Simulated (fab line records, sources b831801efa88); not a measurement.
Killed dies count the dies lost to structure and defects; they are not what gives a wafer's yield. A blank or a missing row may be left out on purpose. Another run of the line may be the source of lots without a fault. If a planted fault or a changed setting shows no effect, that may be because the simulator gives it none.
Chamber matching / flow sky130 / pecvd-02 running SKY_PASSIVATION_CVD_00: 3 sister chambers
The step deposits SiO2, target thk 90 nm. 3 wafers are shown with their chamber, then 7 later ones without.

## WAFERS, EACH WITH ITS CHAMBER
wafer=L786.1; chamber=2; heater_power_w (W)=520
wafer=L788.2; chamber=0; heater_power_w (W)=647
wafer=L788.3; chamber=1; heater_power_w (W)=976

## WAFERS WITH NO CHAMBER GIVEN
wafer=L788.5; heater_power_w (W)=964
wafer=L793.1; heater_power_w (W)=1091
wafer=L793.5; heater_power_w (W)=503
wafer=L793.6; heater_power_w (W)=613
wafer=L798.3; heater_power_w (W)=976
wafer=L798.4; heater_power_w (W)=1010
wafer=L798.6; heater_power_w (W)=558

## CHAMBER TAKEN BY EACH
wafer=L788.5; from the rows above=1; in truth=1
wafer=L793.1; from the rows above=1; in truth=1
wafer=L793.5; from the rows above=2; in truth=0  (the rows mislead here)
wafer=L793.6; from the rows above=can't be placed: 0 or 2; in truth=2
wafer=L798.3; from the rows above=1; in truth=1
wafer=L798.4; from the rows above=1; in truth=1
wafer=L798.6; from the rows above=can't be placed: 2 or 0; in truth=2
Placed correctly: 4 of 7. Cannot be placed on the basis of these rows: 2; the candidates contain the true chamber in 2. Number placed wrongly: 1.
How it was worked out, from the rows above alone: a wafer's distance from a chamber is the root of the sum, over the readings, of the square of ((its reading less the chamber's mean) divided by the reading's scatter). The wafer belongs to the nearest chamber; if the next one is less than 2 further off, it can't be placed. The mean given for a chamber averages the wafers shown for that chamber. The scatter: root of mean squared gap, hidden wafer to nearest shown wafer, with one shown wafer a chamber.
